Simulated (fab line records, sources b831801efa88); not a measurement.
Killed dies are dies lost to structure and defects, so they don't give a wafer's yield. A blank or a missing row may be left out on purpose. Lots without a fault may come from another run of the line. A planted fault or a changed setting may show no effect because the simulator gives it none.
fab line records | flow sky130
record lots=6 wafers=18 last_day=50
route steps=708 shown METAL4@637 VIA4@639 PAD_OPEN@708
lots that met no fault: from a run of the same line without faults
start_h: hours from the record's first day to the start of the lot's first wafer shown | wait_h: hours since the lot's step before | " the same as in the row above | L1.1+2: a row that stands for several wafers | - no value, or no start given | * or withheld: withheld | < > ~ a bound
route shown NAME@n: a module of which the file shows steps, and the number in the route of the first | usual: mean/standard deviation of fault-free wafers | same: alike in all rows | chamber/n: place in a boat | sites: the reading at each site | _std_site: their standard deviation | _edge_site: outer sites' mean less inner sites' | radius_mm: how far each site lies from the wafer's centre | mask NAME#n: copy n | behind: the tool/chamber that last shaped the wafer | hold: why the lot was held/for how many hours/how that ended | device: the transistor (n, p or np) that didn't switch | end of line: the same wafers' tests at the end of the route | a step without rows: its recipe alone | killed: dies lost to structure and defects at the first sort, not the wafer's yield | map: a wafer's dies, x killed, . not, _ none there
set.NAME: the setting as run; set.NAME@STEP: as run at that earlier step | model.NAME: the simulator's own value behind a step, which no gauge read
lots at some steps of the route; a table a step, a row a wafer
services: from which hour (start_h, from the record's first day; less than 0 if before it) a tool's chamber was out of use, for how many hours, and why
## steps
# step SKY_METAL4_CLEAN_21
# recipe chemistry=IPA time_s=180 temp_c=25
# step SKY_METAL4_CLEAN_22
# recipe chemistry=O3/DIW dry=n2_spin
# step SKY_VIA4_HDPCVD_00
# recipe material=SiO2 target_thk_nm=1750 sigma_open_frac=0.3 time_s=291.7 temp_c=400 sih4_flow_sccm=60 pressure_mtorr=6
# step SKY_VIA4_THK_MEAS_01
# recipe reads=SiO2_of_VIA4_HDPCVD_00
# usual VIA4_HDPCVD_THK=1755/17
# columns lot.wafer tool chamber start_h wait_h VIA4_HDPCVD_THK[nm]
L827.4 film_metro-02 - 989.38 0.0 1751
L827.5 " - " " 1780
L827.6 " - " " 1733
L831.1 film_metro-03 - 1006.86 0.1 1771
L831.3 " - " " 1798
L831.6 " - " " 1790
L839.3 film_metro-04 - 1073.04 0.1 1727
L839.4 " - " " 1741
L839.5 " - " " 1776
L845.1 film_metro-03 - 1098.79 0.1 1761
L845.4 " - " " 1754
L845.5 " - " " 1775
L846.1 film_metro-02 - 1100.37 0.1 1777
L846.2 " - " " 1757
L846.4 " - " " 1779
L849.1 film_metro-03 - 1129.85 0.1 1752
L849.4 " - " " 1737
L849.6 " - " " 1762
# step SKY_VIA4_CMP_02
# recipe material=SiO2 down_force_psi=4 platen_rpm=60 pad_velocity_m_s=0.94248
# usual motor_current_A=12.3/0.97
# columns lot.wafer tool chamber start_h wait_h motor_current_A
L827.4 cmp-01 0 989.41 0.0 12.7
L827.5 " 0 " " 12.9
L827.6 " 1 " " 10.3
L831.3 cmp-01 2 1006.92 0.0 11.1
L831.1 " 0 " " 13.6
L831.6 " 3 " " 10.9
L839.4 cmp-01 3 1073.08 0.0 11.4
L839.3 " 2 " " 12.2
L839.5 " 0 " " 12.5
L845.4 cmp-02 3 1099.08 0.3 13.0
L845.1 " 1 " " 13.9
L845.5 " 0 " " 11.8
L846.4 cmp-02 3 1100.73 0.3 11.7
L846.2 " 1 " " 13.5
L846.1 " 2 " " 13.4
L849.1 cmp-02 3 1129.96 0.1 12.2
L849.4 " 1 " " 13.5
L849.6 " 3 " " 12.3
# step SKY_VIA4_BOW_MEAS_03
# recipe mode=bow
# usual VIA4_BOW=80/8
# columns lot.wafer tool chamber start_h wait_h VIA4_BOW[um]
L827.4 film_metro-03 - 989.77 0.3 63
L827.5 " - " " 80
L827.6 " - " " 73
L831.1 film_metro-02 - 1007.22 0.1 89
L831.3 " - " " 101
L831.6 " - " " 93
L839.3 film_metro-03 - 1073.42 0.1 77
L839.4 " - " " 76
L839.5 " - " " 76
L845.1 film_metro-04 - 1099.38 0.1 74
L845.4 " - " " 82
L845.5 " - " " 70
L846.1 film_metro-02 - 1101.03 0.1 80
L846.2 " - " " 87
L846.4 " - " " 89
L849.1 film_metro-03 - 1130.21 0.2 69
L849.4 " - " " 81
L849.6 " - " " 75
# step SKY_VIA4_DEHYDRATE_04
# recipe temp_c=200 time_s=60
# step SKY_VIA4_HMDS_05
# recipe prime_time_s=60 prime_temp_c=120
# step SKY_VIA4_COAT_06
# recipe resist=NOVOLAK spin_rpm=3000 resist_thk_nm=1140
# step SKY_VIA4_SOFTBAKE_07
# recipe temp_c=90 time_s=60 resist=NOVOLAK
# step SKY_VIA4_EXPOSE_08
# recipe mask_id=VIM4 na=0.6 source_shape=conventional sigma_outer=0.6 polarization=unpolarized target_cd_nm=800 dose_mj=132
# step SKY_VIA4_PEB_09
# recipe temp_c=withheld time_s=* resist=NOVOLAK
# step SKY_VIA4_DEVELOP_10
# recipe resist=NOVOLAK developer=TMAH develop_time_s=60 dev_temp_c=23
# columns lot.wafer tool chamber start_h wait_h
L827.4+5+6 litho_track-03 0 1011.84 0.1
L831.1+3+6 litho_track-01 0 1029.84 0.1
L839.3+4+5 litho_track-02 0 1093.80 0.1
L845.1+4+5 litho_track-01 0 1118.69 0.1
L846.1+2+4 litho_track-01 0 1119.64 0.1
L849.1+4+6 litho_track-03 0 1149.31 0.1
# step SKY_VIA4_OVL_MEAS_11
# usual VIA4_OVL=0.3/1.6
# columns lot.wafer tool chamber start_h wait_h VIA4_OVL[nm]
L827.4 overlay-01 - 1011.93 0.1 1.9
L827.5 " - " " 3.1
L827.6 " - " " 1.9
L831.1 overlay-01 - 1029.99 0.1 0.0
L831.3 " - " " -0.9
L831.6 " - " " 0.1
L839.3 overlay-01 - 1093.91 0.1 2.2
L839.4 " - " " 0.9
L839.5 " - " " 2.4
L845.1 overlay-02 - 1118.84 0.1 -1.4
L845.4 " - " " -2.5
L845.5 " - " " -1.5
L846.1 overlay-01 - 1119.79 0.1 0.4
L846.2 " - " " -0.3
L846.4 " - " " -0.3
L849.1 overlay-02 - 1149.46 0.1 -0.8
L849.4 " - " " 1.8
L849.6 " - " " -0.4
# step SKY_VIA4_ETCH_12
# recipe target=SiO2 chemistry=C4F8/O2/Ar stop_on=TiN mask_material=NOVOLAK source_w=1500 bias_w=1200 pressure_mtorr=40 c4f8_flow_sccm=withheld O2_flow_sccm=6 Ar_flow_sccm=300 time_s=withheld target_depth_a=5800
# usual oes_product_au=0.926/0.0046
# columns lot.wafer tool chamber start_h wait_h oes_product_au model.VIA4.cd_nm
L827.4 rie_diel-03 3 1011.98 0.0 0.928 799
L827.5 " 2 " " 0.926 801
L827.6 " 1 " " 0.930 798.4
L831.1 rie_diel-03 2 1030.02 0.0 0.927 803.2
L831.3 " 3 " " 0.927 804.5
L831.6 " 1 " " 0.926 805.8
L839.3 rie_diel-02 2 1093.94 0.0 0.928 801
L839.4 " 1 " " 0.925 802.4
L839.5 " 0 " " 0.924 801.9
L845.1 rie_diel-04 0 1118.87 0.0 0.918 801.7
L845.4 " 2 " " 0.928 753.7
L845.5 " 3 " " 0.921 755.3
L846.1 rie_diel-03 2 1119.82 0.0 0.922 800.4
L846.2 " 1 " " 0.918 755.2
L846.4 " 3 " " 0.933 755
L849.1 rie_diel-04 1 1149.50 0.0 0.923 801.6
L849.4 " 0 " " 0.931 801.7
L849.6 " 3 " " 0.923 799.3
# step SKY_VIA4_STRIP_13
# recipe chemistry=O2/N2 power_w=1400 pressure_mtorr=1500 platen_temp_c=withheld o2_flow_sccm=3000 n2_flow_sccm=300 overash_fraction=0.5
# usual drypump_motor_current_A=5.6/0.35 oes_product_au=0.709/0.0044 strip_time_to_endpoint_s=12.80/0.034
# columns lot.wafer tool chamber start_h wait_h drypump_motor_current_A oes_product_au rf_hours_counter_h strip_time_to_endpoint_s
L827.4 plasma_asher-04 0 1012.05 - 5.8 0.709 - 12.80
L827.5 " 1 " " 5.3 0.703 - 12.82
L827.6 " 0 " " 5.8 0.704 - 12.87
L831.1 plasma_asher-04 0 1030.10 - 5.8 0.714 89 12.79
L831.3 " 1 " " 5.3 0.715 - 12.82
L831.6 " 0 " " 5.8 0.712 - 12.77
L839.3 plasma_asher-03 0 1094.04 - 5.0 0.704 - 12.78
L839.4 " 1 " " 5.8 0.707 - 12.79
L839.5 " 0 " " 5.0 0.699 - 12.82
L845.1 plasma_asher-04 1 1118.95 - 5.4 0.712 98 12.77
L845.4 " 0 " " 5.8 0.703 - 12.86
L845.5 " 1 " " 5.3 0.716 - 12.79
L846.1 plasma_asher-01 0 1119.90 - 5.7 0.701 37 12.80
L846.2 " 1 " " 6.2 0.704 37 12.81
L846.4 " 1 " " 6.2 0.703 - 12.83
L849.1 plasma_asher-01 0 1149.57 - 5.7 0.701 40 12.81
L849.4 " 1 " " 6.1 0.706 - 12.81
L849.6 " 1 " " 6.1 0.705 - 12.78
# step SKY_PAD_OPEN_PROBE_99
# usual defect_limited_yield=82.5/1.9 killed_at_M0_to_M3=43/6.8 killed_at_M4_up=3.2/1.8 killed_at_contacts=24/6.2 killed_at_front_end=15/4.7 killed_at_other=0.4/0.63 killed_dies=86/9.6 killed_open=47/6.9 killed_short=39/6.3 sort_bin_3_pad_short=0.9/0.46 sort_bin_5_function=10.5/1.5 sort_bin_6_memory=6.1/1.1 sort_n_pass=406/9.6 sort_yield_pct=82.5/1.9
# same gross_dies=492 killed_at_back_side=0 sort_bin_4_leakage[%]=0 sort_bin_8_speed[%]=0
# columns lot.wafer tool chamber start_h wait_h defect_limited_yield[%] killed_at_M0_to_M3 killed_at_M4_up killed_at_contacts killed_at_front_end killed_at_other killed_dies killed_open killed_short sort_bin_3_pad_short[%] sort_bin_5_function[%] sort_bin_6_memory[%] sort_n_pass sort_yield_pct[%] model.etest.via4_chain.rc_ohm
L827.4 prober-02 - 1080.63 0.2 85.0 36 2 22 14 0 74 44 29 0.4 7.9 6.7 418 85.0 0.7988
L827.5 prober-02 - 1080.68 0.2 83.3 40 0 31 11 0 82 47 35 0.6 10.0 6.1 410 83.3 0.815
L827.6 prober-02 - 1080.73 0.2 80.1 47 2 36 13 0 98 59 39 1.6 12.0 6.3 394 80.1 0.7929
L831.1 prober-01 - 1099.49 0.1 83.3 48 3 14 17 0 82 52 30 0.8 11.2 4.7 410 83.3 0.7773
L831.3 prober-01 - 1099.59 0.2 83.9 31 5 27 15 1 79 44 35 1.2 7.7 7.1 413 83.9 0.7902
L831.6 prober-01 - 1099.74 0.2 80.9 42 2 32 18 0 94 51 43 1.2 12.0 5.9 398 80.9 0.7614
L839.3 prober-02 - 1156.96 0.2 79.7 36 4 38 22 0 100 49 51 1.4 11.6 7.3 392 79.7 0.7975
L839.4 prober-02 - 1157.01 0.2 80.3 49 3 32 13 0 97 54 43 1.6 11.6 6.5 395 80.3 0.7932
L839.5 prober-02 - 1157.06 0.2 83.5 37 4 22 18 0 81 38 43 0.2 9.8 6.5 411 83.5 0.8258
L845.1 prober-02 - 1178.08 0.1 79.9 52 0 24 21 2 99 51 48 2.0 11.4 6.7 393 79.9 0.7648
L845.4 prober-02 - 1178.23 0.2 81.3 53 6 19 14 0 92 40 52 0 12.4 6.3 400 81.3 0.86
L845.5 prober-02 - 1178.28 0.2 82.7 48 1 26 9 1 85 49 36 0.4 9.6 7.3 407 82.7 0.9019
L846.1 prober-01 - 1178.86 0.1 84.1 43 1 18 15 1 78 41 37 0.2 10.4 5.3 414 84.1 0.7954
L846.2 prober-01 - 1178.91 0.1 81.5 45 5 22 19 0 91 51 39 1.0 10.0 7.5 401 81.5 0.903
L846.4 prober-01 - 1179.01 0.2 83.1 47 3 21 12 0 83 46 36 0.8 9.8 6.3 409 83.1 0.8828
L849.1 prober-01 - 1202.22 0.1 82.7 51 4 22 6 2 85 44 41 0.8 9.3 7.1 407 82.7 0.7832
L849.4 prober-01 - 1202.37 0.2 82.7 38 3 27 16 1 85 43 42 1.4 10.8 5.1 407 82.7 0.7718
L849.6 prober-01 - 1202.47 0.2 84.6 41 1 21 13 0 76 43 33 0.8 9.1 5.5 416 84.6 0.7942
# killed by level:class
L827.4 VIA1:geometric_particle:open=9 VIA3:geometric_particle:open=7 CONTACT:geometric_particle:open=7 VIA2:geometric_particle:open=7 CONTACT:geometric_particle:short=6 LI_CONTACT:geometric_particle:open=4 METAL2:geometric_particle:short=4 FIELD_ISO:geometric_particle:short=3
L827.5 CONTACT:geometric_particle:open=10 LI_CONTACT:geometric_particle:open=8 METAL1:geometric_particle:short=7 VIA3:geometric_particle:open=7 VIA2:geometric_particle:open=7 LOCAL_INTERCONNECT:geometric_particle:short=6 VIA1:geometric_particle:open=6 FIELD_ISO:geometric_particle:short=4
L827.6 CONTACT:geometric_particle:open=14 LI_CONTACT:geometric_particle:open=10 VIA1:geometric_particle:open=10 VIA2:geometric_particle:open=9 METAL3:geometric_particle:short=5 LOCAL_INTERCONNECT:geometric_particle:short=5 VIA1:geometric_particle:short=5 VIA3:geometric_particle:open=5
L831.1 VIA1:geometric_particle:open=14 VIA2:geometric_particle:open=9 POLY_GATE:geometric_particle:open=8 LI_CONTACT:geometric_particle:open=7 VIA1:geometric_particle:short=5 METAL2:geometric_particle:short=5 VIA3:geometric_particle:open=5 FIELD_ISO:geometric_particle:open=3
L831.3 CONTACT:geometric_particle:open=12 VIA1:geometric_particle:open=9 LOCAL_INTERCONNECT:geometric_particle:short=7 LI_CONTACT:geometric_particle:open=6 VIA3:geometric_particle:open=5 FIELD_ISO:geometric_particle:short=4 METAL2:geometric_particle:short=4 POLY_GATE:geometric_particle:short=3
L831.6 CONTACT:geometric_particle:open=14 POLY_GATE:geometric_particle:short=9 VIA3:geometric_particle:open=9 VIA1:geometric_particle:open=8 VIA2:geometric_particle:open=7 LI_CONTACT:geometric_particle:open=5 CONTACT:geometric_particle:short=5 LI_CONTACT:geometric_particle:short=4
L839.3 CONTACT:geometric_particle:short=15 CONTACT:geometric_particle:open=12 POLY_GATE:geometric_particle:short=9 LI_CONTACT:geometric_particle:open=8 VIA1:geometric_particle:open=8 METAL1:geometric_particle:short=4 VIA1:geometric_particle:short=4 VIA3:geometric_particle:open=4
L839.4 VIA1:geometric_particle:open=19 CONTACT:geometric_particle:open=11 METAL2:geometric_particle:short=9 LI_CONTACT:geometric_particle:open=8 LOCAL_INTERCONNECT:geometric_particle:short=6 VIA2:geometric_particle:open=5 CONTACT:geometric_particle:short=4 VIA1:geometric_particle:short=4
L839.5 CONTACT:geometric_particle:open=11 POLY_GATE:geometric_particle:short=7 VIA1:geometric_particle:short=6 VIA1:geometric_particle:open=5 VIA3:geometric_particle:short=5 VIA2:geometric_particle:open=4 METAL2:geometric_particle:short=4 FIELD_ISO:geometric_particle:short=3
L845.1 VIA2:geometric_particle:open=10 CONTACT:geometric_particle:open=9 VIA1:geometric_particle:open=9 FIELD_ISO:geometric_particle:open=7 LOCAL_INTERCONNECT:geometric_particle:short=7 METAL1:geometric_particle:short=7 VIA2:geometric_particle:short=7 VIA3:geometric_particle:open=6
L845.4 METAL2:geometric_particle:short=9 VIA3:geometric_particle:open=7 LI_CONTACT:geometric_particle:open=6 METAL1:geometric_particle:short=6 VIA2:geometric_particle:open=6 VIA2:geometric_particle:short=5 CONTACT:geometric_particle:open=5 VIA3:geometric_particle:short=5
L845.5 VIA1:geometric_particle:open=12 VIA3:geometric_particle:open=12 CONTACT:geometric_particle:open=11 CONTACT:geometric_particle:short=7 METAL1:geometric_particle:short=7 VIA1:geometric_particle:short=6 LOCAL_INTERCONNECT:geometric_particle:short=5 VIA2:geometric_particle:open=5
L846.1 VIA1:geometric_particle:open=9 VIA2:geometric_particle:open=7 LI_CONTACT:geometric_particle:open=6 VIA1:geometric_particle:short=6 LOCAL_INTERCONNECT:geometric_particle:short=5 CONTACT:geometric_particle:open=5 VIA2:geometric_particle:short=5 METAL1:geometric_particle:short=5
L846.2 CONTACT:geometric_particle:open=12 VIA2:geometric_particle:open=9 VIA3:geometric_particle:open=8 VIA1:geometric_particle:open=6 FIELD_ISO:geometric_particle:short=5 VIA1:geometric_particle:short=5 POLY_GATE:geometric_particle:short=4 LI_CONTACT:geometric_particle:open=4
L846.4 VIA1:geometric_particle:open=9 VIA3:geometric_particle:open=8 CONTACT:geometric_particle:open=7 LI_CONTACT:geometric_particle:open=6 METAL1:geometric_particle:short=6 CONTACT:geometric_particle:short=5 METAL2:geometric_particle:short=5 VIA2:geometric_particle:open=5
L849.1 VIA1:geometric_particle:open=11 CONTACT:geometric_particle:open=8 METAL1:geometric_particle:short=8 VIA1:geometric_particle:short=7 VIA2:geometric_particle:open=6 VIA3:geometric_particle:open=6 CONTACT:geometric_particle:short=5 LI_CONTACT:geometric_particle:open=4
L849.4 CONTACT:geometric_particle:open=10 VIA1:geometric_particle:open=8 POLY_GATE:geometric_particle:short=7 CONTACT:geometric_particle:short=6 FIELD_ISO:geometric_particle:open=5 LI_CONTACT:geometric_particle:open=5 VIA1:geometric_particle:short=5 METAL2:geometric_particle:short=5
L849.6 CONTACT:geometric_particle:open=11 VIA1:geometric_particle:open=8 METAL1:geometric_particle:short=5 VIA2:geometric_particle:open=5 VIA2:geometric_particle:short=4 LOCAL_INTERCONNECT:geometric_particle:short=4 METAL2:geometric_particle:short=4 METAL1:geometric_particle:open=4
## services
# columns tool chamber start_h hours kind
cmp-02 - 970.11 0.4 repair
rie_diel-03 1 973.82 - clean
rie_diel-03 1 973.82 22.8 scheduled_down
rie_diel-03 1 973.82 22.8 vent_cycle
cmp-01 - 974.76 4.7 pm
cmp-01 - 982.68 4.8 repair
cmp-02 - 1002.70 7.7 pm
rie_diel-03 0 1008.67 14.2 repair
plasma_asher-01 - 1009.62 2.8 pm
cmp-01 - 1021.69 1.3 repair
rie_diel-02 2 1022.77 1.9 repair
cmp-01 - 1023.76 2.2 repair
plasma_asher-03 - 1029.53 2.1 repair
rie_diel-04 - 1041.67 0.4 repair
litho_track-01 - 1055.03 - consumable_replace:filter
plasma_asher-03 - 1055.25 9.0 pm
rie_diel-03 - 1061.22 14.6 pm
rie_diel-04 3 1064.17 2.6 repair
plasma_asher-01 - 1069.00 4.1 repair
rie_diel-02 1 1088.39 2.7 repair
cmp-01 - 1097.27 4.0 pm
rie_diel-04 3 1107.26 4.7 repair
rie_diel-03 2 1121.27 5.4 repair
plasma_asher-01 - 1130.91 1.2 repair
## key
first_sign none at tools or gauges
model_effect step=SKY_VIA4_ETCH_12 value=VIA4.cd_nm without=800.8 struck=754.8
model_effect step=SKY_PAD_OPEN_PROBE_99 value=etest.via4_chain.rc_ohm without=0.8077 struck=0.8869
met_at SKY_VIA4_DEVELOP_10
struck_wafers L845.4,L845.5,L846.2,L846.4
onset_between 1029.84 1118.69
fault kind=process_parameter_drift tool=litho_track-01 chamber=- onset_h=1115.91 steps=SKY_VIA4_DEVELOP_10 channel=develop_time_s offset=* shape=step end_h=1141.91 scope=struck_wafers_only acts_in=* stated=*
